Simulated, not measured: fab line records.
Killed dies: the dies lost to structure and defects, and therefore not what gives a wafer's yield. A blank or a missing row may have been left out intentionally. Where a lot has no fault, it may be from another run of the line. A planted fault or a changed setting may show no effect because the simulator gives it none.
2 desks, one fault	flow sky130	each desk holds nothing but its own numbers, with what lay behind them at the end

## THE TOOL OWNER'S DESK: pecvd-04
The tool's own readings at SKY_PASSIVATION_CVD_02 (deposits Si3N4, target thk 540 nm): means of the sampled wafers that have a number, for each lot that ran on this tool. A lot is out of limits, marked OUT, if its mean lies more than 4 standard deviations from the usual mean; the brackets give that distance.
Columns: A = heater power w at SKY_PASSIVATION_CVD_02, usual 754 W
lot	first seen here	A
L452	day 44 03:58	854
L456	day 45 01:52	855
L458	day 45 14:48	684
L459	day 45 20:43	747
L461	day 46 10:05	699
L463	day 46 23:23	737
Finding of this desk: none of the 6 lots has anything out of limits.

## FROM THE METROLOGY DESK
Means of the sampled wafers that have a number, per lot and without regard to the tool the lot ran on: this is what the gauges read. A lot is out of limits, marked OUT, if its mean lies more than 4 standard deviations from the usual mean; the brackets give that distance.
Columns: A = METAL1_ALCU_THK at SKY_METAL1_THK_MEAS_06, usual 250.8 nm; B = METAL1_OVL at SKY_METAL1_OVL_MEAS_16, usual -2 nm; C = cd nm at SKY_VIA1_CD_MEAS_12, usual 150.2 nm; D = PASSIVATION_CVD_02_THK at SKY_PASSIVATION_THK_MEAS_03, usual 538 nm
lot	first seen here	A	B	C	D
L452	day 31 20:46	251.2	-2	151.1	535
L453	day 32 02:26	249.1	-1	150.9	541
L454	day 32 15:48	247.4	-7	150.5	540
L456	day 32 22:54	250.8	3	150.4	535
L455	day 32 23:23	254.1	-7	151.1	533
L458	day 33 22:31	249.9	-5	150.5	529
L459	day 34 07:31	251.7	-7	149.9	527
L461	day 34 19:59	249.6	5	150.5	561
L463	day 35 13:14	252.0	-1	150.6	563
L469	day 37 15:40	251.1	-0	149.5	533
L471	day 37 17:46	250.6	0	148.2	542
L472	day 38 00:25	250.1	-1	150.9	541
L474	day 38 16:55	246.2	2	148.8	532
L475	day 39 02:29	249.8	-5	149.7	547
Finding of this desk: none of the 14 lots has anything out of limits.

## PUT TOGETHER
The desk of the tool owner found nothing out of limits.
From the metrology desk's view, nothing was out of limits.

## WHAT THE SIMULATOR HAD INSERTED
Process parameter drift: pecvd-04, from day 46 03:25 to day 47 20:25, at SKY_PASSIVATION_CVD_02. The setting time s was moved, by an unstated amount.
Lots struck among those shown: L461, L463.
